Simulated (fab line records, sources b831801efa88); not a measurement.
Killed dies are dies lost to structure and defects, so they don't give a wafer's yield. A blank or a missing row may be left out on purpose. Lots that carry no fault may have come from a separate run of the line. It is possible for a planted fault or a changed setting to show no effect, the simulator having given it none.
Matching of chambers / flow sky130 / SKY_VIA3_CMP_02 on cmp-02 has 4 sister chambers
The step polishes SiO2. 14 wafers are shown with their chamber, then 7 later ones without.

## WAFERS WITH THEIR CHAMBER
wafer=L963.1; chamber=1; motorCurrentA (A)=10.2; retainingRingPressureFrac=0.999
wafer=L963.4; chamber=0; motorCurrentA (A)=11.6; retainingRingPressureFrac=1.005
wafer=L963.5; chamber=1; motorCurrentA (A)=10.2; retainingRingPressureFrac=1.003
wafer=L964.4; chamber=1; motorCurrentA (A)=11.2; retainingRingPressureFrac=1.000
wafer=L964.5; chamber=0; motorCurrentA (A)=10.7; retainingRingPressureFrac=1.006
wafer=L964.6; chamber=1; motorCurrentA (A)=11.4; retainingRingPressureFrac=0.997
wafer=L967.1; chamber=2; motorCurrentA (A)=14.4; retainingRingPressureFrac=0.999
wafer=L967.2; chamber=3; motorCurrentA (A)=12.2; retainingRingPressureFrac=0.999
wafer=L967.6; chamber=3; motorCurrentA (A)=12.1; retainingRingPressureFrac=1.008
wafer=L968.1; chamber=2; motorCurrentA (A)=15.1; retainingRingPressureFrac=1.007
wafer=L968.3; chamber=3; motorCurrentA (A)=12.4; retainingRingPressureFrac=1.003
wafer=L968.6; chamber=3; motorCurrentA (A)=12.8; retainingRingPressureFrac=1.001
wafer=L972.1; chamber=2; motorCurrentA (A)=14.1; retainingRingPressureFrac=0.996
wafer=L972.3; chamber=1; motorCurrentA (A)=10.9; retainingRingPressureFrac=1.005

SIGNATURES (means of the wafers above)
reading=motorCurrentA; chamber 0=11.150; chamber 1=10.780; chamber 2=14.533; chamber 3=12.375; scatter within a chamber=0.497
reading=retainingRingPressureFrac; chamber 0=1.00550; chamber 1=1.00080; chamber 2=1.00067; chamber 3=1.00275; scatter within a chamber=0.00388
Rule: for a wafer and a chamber, the distance is found by dividing, reading by reading, the gap between the wafer's reading and the chamber's mean by the reading's scatter, squaring, summing and taking the root. If the next closest chamber is less than 2 further off than the closest, the wafer can't be placed; otherwise it belongs to the closest. The scatter is the square root of a quotient: the sum, over the shown wafers, of each reading's squared deviation from its chamber's mean, divided by wafers minus chambers.

## WAFERS MISSING THEIR CHAMBER
wafer=L972.6; motorCurrentA (A)=11.7; retainingRingPressureFrac=0.995
wafer=L982.2; motorCurrentA (A)=11.1; retainingRingPressureFrac=1.010
wafer=L982.4; motorCurrentA (A)=11.3; retainingRingPressureFrac=0.994
wafer=L982.6; motorCurrentA (A)=11.6; retainingRingPressureFrac=1.001
wafer=L984.1; motorCurrentA (A)=11.5; retainingRingPressureFrac=0.992
wafer=L984.3; motorCurrentA (A)=15.7; retainingRingPressureFrac=1.000
wafer=L984.5; motorCurrentA (A)=11.3; retainingRingPressureFrac=0.998

## EACH ONE'S CHAMBER
wafer=L972.6; from the rows above=can't be placed: 1 or 3 or 0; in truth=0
wafer=L982.2; from the rows above=can't be placed: 0 or 1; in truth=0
wafer=L982.4; from the rows above=can't be placed: 1 or 0 or 3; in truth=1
wafer=L982.6; from the rows above=can't be placed: 0 or 3 or 1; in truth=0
wafer=L984.1; from the rows above=can't be placed: 1 or 3 or 0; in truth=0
wafer=L984.3; from the rows above=2; in truth=2
wafer=L984.5; from the rows above=can't be placed: 1 or 0 or 3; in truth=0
1 of 7 placed correctly. Can't be placed from these rows: 6 (the true chamber is among the candidates in 6). Number placed wrongly: 0.
